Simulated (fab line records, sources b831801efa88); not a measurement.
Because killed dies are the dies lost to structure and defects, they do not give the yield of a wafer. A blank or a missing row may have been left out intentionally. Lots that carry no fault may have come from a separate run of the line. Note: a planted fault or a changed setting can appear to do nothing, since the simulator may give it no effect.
A struck lot beside a sound one :: flow sfq_line :: 34 steps out of a route of 325
Sound: these wafers, L762.1, L762.2, L762.5. Wafers L770.2, L770.5, L770.6 were the ones struck. Last of all comes the cause.
For every step that has rows: the tool of each side, followed by ch and its chambers, followed by its first start. Under that, the readings that differ: sound wafers :: struck wafers :: difference of the means :: sigmas: that difference in standard deviations of wafers without a fault.
alike: readings with means less than 2 such deviations apart, plus words and numbers identical on both sides. not compared: withheld readings, readings lacking a value on some wafer, bounds such as >300 that could conceal the same value, and numbers that have no deviation in the record and whose values overlap.
The two part at a step that has a row with sigmas, a row that says differs or no value, or rows on one side only. When numbers do not overlap yet have no deviation, they are printed without sigmas and do not part them. A reading that every wafer of one side lacks parts them only if that side has two wafers or more.

first, 6 steps without rows for these wafers: SFQ_TRILAYER_M2_LITHO_COAT_062 (resist thk 62 nm); SFQ_TRILAYER_M2_LITHO_COAT_057 (resist thk 600 nm); SFQ_TRILAYER_M2_LITHO_SOFTBAKE_061; SFQ_TRILAYER_M2_LITHO_EXPOSE_058 (exposes mask M2, target cd 500 nm); SFQ_TRILAYER_M2_LITHO_PEB_060 (peb time 60 s); SFQ_TRILAYER_M2_LITHO_DEVELOP_059 (time 60 s).
SFQ_M2_OVL_MEAS_916:
  sound on overlay-01, day 24 00:00; struck on overlay-01, day 27 12:28
  alike: M2_OVL
then, 1 step without rows for these wafers: SFQ_TRILAYER_M2_BARC_OPEN_METAL_ETCH_077 (etches BARC in O2, target depth 125 nm, time 41.7 s).
SFQ_TRILAYER_M2_ETCH_METAL_ETCH_060: etches Nb in Cl2/Ar, stops on SiO2, target depth 240 nm, time 120 s.
  sound on rie_metal-04 ch 0,1, day 24 00:06; struck on rie_metal-03 ch 0,1, day 27 12:34
reading: he_backside_leak_sccm (sccm)
sound: 3.2 3.2 3.1
struck: 3.6 3.7 5.5
difference: +1.1
sigmas: +3
  alike: chamber_pressure_mTorr, drypump_motor_current_A, oes_product_au
  not compared: rf_hours_counter_h
SFQ_TRILAYER_M2_STRIP_STRIP_061: strips in O2.
  sound on rie_metal-04 ch 0,1, day 24 00:13; struck on rie_metal-03 ch 0,1, day 27 12:41
  alike: chamber_pressure_mTorr, drypump_motor_current_A, he_backside_leak_sccm, oes_product_au
  not compared: rf_hours_counter_h
then, 1 step without rows for these wafers: SFQ_TRILAYER_M2_STRIP_SOLV_CLEAN_062 (cleans in NMP, time 600 s).
SFQ_TRILAYER_I2_DEP_PECVD_063: deposits SiO2 from SiH4/N2O, time 111.11 s, target thk 500 nm.
  sound on pecvd-04 ch 0,1,2, day 24 01:00; struck on pecvd-04 ch 0,1,2, day 27 13:28
  no value came back on the struck wafers for any of 6 readings (chamber_pressure_Torr (Torr), heater_power_outer_w (W) and others); on the sound wafers chamber_pressure_Torr (Torr) reads 2.402 2.394 2.414
SFQ_TRILAYER_I2_CMP_CMP_064: polishes SiO2.
  sound on cmp-02 ch 0,2,3, day 24 15:55; struck on cmp-02 ch 2,3, day 27 14:02
reading: time_to_endpoint_s (s)
sound: 212 214 215
struck: - - -
difference: no value on the struck wafers
sigmas: 
  alike: motor_current_A
SFQ_I2_BOW_MEAS_917:
  sound on film_metro-03, day 24 18:25; struck on film_metro-03, day 27 16:34
  alike: I2_BOW
SFQ_TRILAYER_I2_METRO_MEASURE_065:
  sound on film_metro-03, day 24 18:32; struck on film_metro-03, day 27 16:52
then, 6 steps without rows for these wafers: SFQ_TRILAYER_I2_VIA_LITHO_COAT_072 (resist thk 62 nm); SFQ_TRILAYER_I2_VIA_LITHO_COAT_067 (resist thk 650 nm); SFQ_TRILAYER_I2_VIA_LITHO_SOFTBAKE_071; SFQ_TRILAYER_I2_VIA_LITHO_EXPOSE_068 (exposes mask I2, target cd 500 nm); SFQ_TRILAYER_I2_VIA_LITHO_PEB_070 (peb time 60 s); SFQ_TRILAYER_I2_VIA_LITHO_DEVELOP_069 (time 60 s).
-- the record jumps here: 7 days lie between the struck wafers' starts before and after --
SFQ_I2_OVL_MEAS_918:
  sound on overlay-01, day 31 03:13; struck on overlay-01, day 34 05:17
  alike: I2_OVL
then, 1 step without rows for these wafers: SFQ_TRILAYER_I2_VIA_BARC_OPEN_VIA_ETCH_096 (etches BARC in O2, target depth 125 nm, time 41.7 s).
SFQ_TRILAYER_I2_VIA_ETCH_VIA_ETCH_070: etches SiO2 in CHF3, stops on Nb, target depth 260 nm.
  sound on rie_diel-01 ch 1,2,3, day 31 03:17; struck on rie_diel-04 ch 2,3, day 34 05:21
reading: oes_product_au (a.u.)
sound: 0.850 0.846 0.843
struck: 0.376 0.372 0.376
difference: -0.472
sigmas: -84

reading: model.etch.depth_nm (nm)
sound: 199.2 199.2 197.8
struck: 0 0 0
difference: -199
sigmas: 
  alike: chamber_pressure_mTorr, drypump_motor_current_A
SFQ_TRILAYER_I2_VIA_STRIP_STRIP_071: strips in O2.
  sound on rie_metal-03 ch 0,1, day 31 03:24; struck on rie_metal-04 ch 0,1, day 34 05:28
  alike: chamber_pressure_mTorr, drypump_motor_current_A, he_backside_leak_sccm, oes_product_au
  not compared: rf_hours_counter_h
then, 2 steps without rows for these wafers: SFQ_TRILAYER_I2_VIA_STRIP_SOLV_CLEAN_072 (cleans in NMP, time 600 s); SFQ_TRILAYER_M3_DEP_PRE_CLEAN_074 (time 22.5 s).
SFQ_TRILAYER_M3_DEP_SPUTTER_073: material Nb, target thk 200 nm, time 133.3 s.
  sound on pvd_sputter-04, day 31 04:12; struck on pvd_sputter-04, day 34 06:16
  alike: substrate_temp_c, throttle_valve_pct
SFQ_M3_RS_MEAS_919: measures by four-point-probe.
  sound on film_metro-03, day 31 04:17; struck on film_metro-01, day 34 06:23
  alike: M3_NB_RS
then, 3 steps without rows for these wafers: SFQ_TRILAYER_M3_LITHO_COAT_080 (resist thk 62 nm); SFQ_TRILAYER_M3_LITHO_COAT_075 (resist thk 600 nm); SFQ_TRILAYER_M3_LITHO_SOFTBAKE_079.
-- the record jumps here: 6 days lie between the struck wafers' starts before and after --
SFQ_TRILAYER_M3_LITHO_EXPOSE_076: exposes mask M3, target cd 500 nm.
  struck on krf_scanner-02, day 40 05:33; sound on krf_scanner-01 ch 0, day 37 18:11
  no value came back on the struck wafers for exposure_dose_mJ_cm2, focus_offset_nm (nm); on the sound wafers exposure_dose_mJ_cm2 reads 14.399 14.386 14.415
  alike: mask
then, 1 step without rows for these wafers: SFQ_TRILAYER_M3_LITHO_PEB_078 (peb time 60 s).

## WHERE THEY PART
At SFQ_TRILAYER_M2_ETCH_METAL_ETCH_060 first; at SFQ_TRILAYER_M3_LITHO_EXPOSE_076 last (within this record only).

WHY: the cause the simulator had injected
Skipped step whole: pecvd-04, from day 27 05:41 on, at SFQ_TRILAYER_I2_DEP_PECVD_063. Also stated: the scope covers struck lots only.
